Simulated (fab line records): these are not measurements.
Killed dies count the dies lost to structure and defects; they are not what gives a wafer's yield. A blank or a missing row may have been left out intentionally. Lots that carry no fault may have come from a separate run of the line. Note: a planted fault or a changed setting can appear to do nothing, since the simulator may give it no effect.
A lot that was struck, set against a sound lot -- flow gf180mcu -- 16 steps out of a route of 602
Sound: the wafers L346.1, L346.2, L346.6. Struck: wafer L361.2 (L361.1, L361.5, from the same lot, were not struck and are left out); the cause is given at the end.
Per side, at each step with rows, come the tool, then ch with its chambers, and then its first start. Under that, the readings that differ: sound wafers -- struck wafers -- difference of the means -- sigmas: that difference in standard deviations of wafers without a fault.
alike: same words and numbers on both sides, and readings whose means sit less than 2 such deviations apart. not compared: any withheld reading, any reading some wafer has no value for, any bound like >300 that may hide the same value, and any number with overlapping values for which the record gives no deviation.
A row with sigmas, a row that says differs or no value, or rows on one side alone: a step with any of these is where the two part. Non-overlapping numbers with no deviation appear without sigmas and do not part them. A reading missing from all wafers of one side parts the sides only when that side holds two or more wafers.

GF_STI_THK_MEAS_02:
  sound on film metro-01, day 1 11:31; struck on film metro-02, day 4 14:31
  alike: STI_OXIDATION_THK
then, 1 step without rows for these wafers: GF_STI_CVD_03 (deposits Si3N4 from DCS/NH3, target thk 207.16 nm, time 3551 s).
GF_STI_THK_MEAS_04:
  sound on film metro-01, day 1 13:34; struck on film metro-02, day 4 16:34
  alike: STI_CVD_03_THK
then, 7 steps without rows for these wafers: GF_STI_DEHYDRATE_05 (time 60 s); GF_STI_HMDS_06 (prime time 60 s); GF_STI_COAT_07 (resist thk 700 nm); GF_STI_SOFTBAKE_08 (time 60 s); GF_STI_EXPOSE_09 (exposes mask COMP, target cd 220 nm); GF_STI_PEB_10 (peb time 90 s); GF_STI_DEVELOP_11 (develop time 60 s).
GF_STI_CD_MEAS_12 targets a cd of 220 nm.
  sound on cd sem-01, day 2 01:02; struck on cd sem-02, day 5 06:25
reading,sound,struck,difference,sigmas
cd nm (nm),220.4 221.3 220.5,218.1,-2.6,-3
GF_STI_ETCH_13: etches the open film in CHF3/O2, stops on Si, target depth 282.31 nm, time 112.9 s.
  sound on rie diel-02 ch 0,1,3, day 2 01:10; struck on rie diel-02 ch 2, day 5 06:32
  alike: drypump motor current A, oes product au, run length s, throttle valve pct
  not compared: rf hours counter h
GF_STI_ETCH_14: etches Si in HBr/Cl2/O2, target depth 360 nm, time 102.9 s.
  sound on rie si-01 ch 0,1,2, day 2 01:14; struck on rie si-01 ch 3, day 5 06:37
reading,sound,struck,difference,sigmas
run length s (s),131.1 131.7 130.9,101.0,-30.2,-72
model.STI.feature depth nm (nm),356.4 347.6 351.2,239.7,-112.0,
model.etch.depth nm (nm),356.4 347.6 351.2,239.7,-112.0,
model.KrF_of_STI_COAT_07.thk nm (nm),318.4 316.9 319.9,356.4,+38.0,
  alike: drypump motor current A, oes product au, throttle valve pct
  not compared: rf hours counter h
GF_STI_STRIP_15: strips in O2/N2.
  sound on plasma asher-03 ch 0,1, day 2 01:19; struck on plasma asher-03 ch 0, day 5 06:41
reading,sound,struck,difference,sigmas
oes product au (a.u.),0.387 0.384 0.385,0.399,+0.014,+3
strip time to endpoint s (s),3.71 3.69 3.73,4.10,+0.39,+6
  alike: drypump motor current A, heater power w
  not compared: rf hours counter h
then, 1 step without rows for these wafers: GF_STI_CLEAN_16 (cleans in dHF, time 25 s).
-- the record jumps here: 28 days lie between the struck wafers' starts before and after (it left off in module STI and takes up again in module PASSIVATION, whose first step shown is number 602 of the route) --
GF_PASSIVATION_PROBE_99:
  sound on prober-02, day 29 01:51; struck on prober-01, day 33 09:02
reading,sound,struck,difference,sigmas
model.etest.pwell in dnwell.line ohm um,4278 4113 4268,3253,-967,
model.etest.ldpmos_10p0.r on ohm um,1.116e+04 1.115e+04 1.128e+04,1.021e+04,-9.867e+02,
model.etest.pwell in dnwell.rs ohm sq,2574 2489 2541,1946,-589,
model.etest.p drift.rs ohm sq,2258 2216 2240,1964,-274,
model.etest.ldnmos_10p0.r on ohm um,3722 3711 3694,3246,-463,
model.etest.n drift.rs ohm sq,1230 1197 1203,898.9,-311.1,
model.etest.nwell.line ohm um,1162 1126 1129,983,-156,
model.etest.nwell.rs ohm sq,992.1 978.3 982.1,854.6,-129.6,

WHERE THEY PART
At GF_STI_CD_MEAS_12 first; at GF_STI_STRIP_15 last (within this record only).

WHY: whatever the simulator had introduced
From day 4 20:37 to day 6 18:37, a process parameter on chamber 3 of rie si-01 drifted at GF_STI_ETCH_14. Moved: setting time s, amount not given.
